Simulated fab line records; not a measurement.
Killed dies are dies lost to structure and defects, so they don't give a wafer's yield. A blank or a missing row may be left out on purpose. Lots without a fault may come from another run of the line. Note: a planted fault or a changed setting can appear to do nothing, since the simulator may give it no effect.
What tool caused it?    flow gf180mcu    6 lots, 18 wafers sampled, at 2 steps of a route of 602

== WHAT THE GAUGES SHOWED, per wafer ==
GF_V3_CD_MEAS_14: target cd 260 nm.
lot   measured      on         cd-nm (nm)
L752  day 23 00:14  cd-sem-02  259.2 259.0 259.0
L761  day 26 03:10  cd-sem-02  257.0 258.6 257.8
L763  day 26 18:49  cd-sem-01  259.7 260.5 260.4
L767  day 27 20:18  cd-sem-01  260.3 259.7 260.5
L770  day 28 15:08  cd-sem-02  260.0 259.9 259.4
L774  day 29 14:34  cd-sem-02  261.9 262.6 261.9

== WHICH TOOL RAN EACH LOT (tool, then ch and the chambers of the sampled wafers, then the start) ==
lot   GF_M3_SPUTTER_04
L752  pvd-sputter-03, day 20 23:49
L761  pvd-sputter-01, day 24 06:51
L763  pvd-sputter-03, day 24 22:48
L767  pvd-sputter-01, day 26 01:07
L770  pvd-sputter-02, day 26 21:56
L774  pvd-sputter-03, day 27 22:16
- GF_M3_SPUTTER_04: material TiN, target thk 50 nm, time 41.7 s.

== THE ANSWER, worked out from the rows above alone ==
Rule: usual is defined by the lots themselves. Put in order of their means at a reading, lots are off if they are a third of the lots or fewer, leave a main group of 4 or more, and stand apart from it by a gap of 3 or more times the standard deviation of the main group's means; of several such gaps the widest counts. Not used: any main group whose means are identical at the precision the tables above print for the reading. A lot without any number at a reading at which 4 lots or more have one is off too. Any other lot the step has rows for is counted as sound.
None of the lots is off at any reading shown; this tells nothing.

== WHAT THE SIMULATOR HAD PUT IN ==
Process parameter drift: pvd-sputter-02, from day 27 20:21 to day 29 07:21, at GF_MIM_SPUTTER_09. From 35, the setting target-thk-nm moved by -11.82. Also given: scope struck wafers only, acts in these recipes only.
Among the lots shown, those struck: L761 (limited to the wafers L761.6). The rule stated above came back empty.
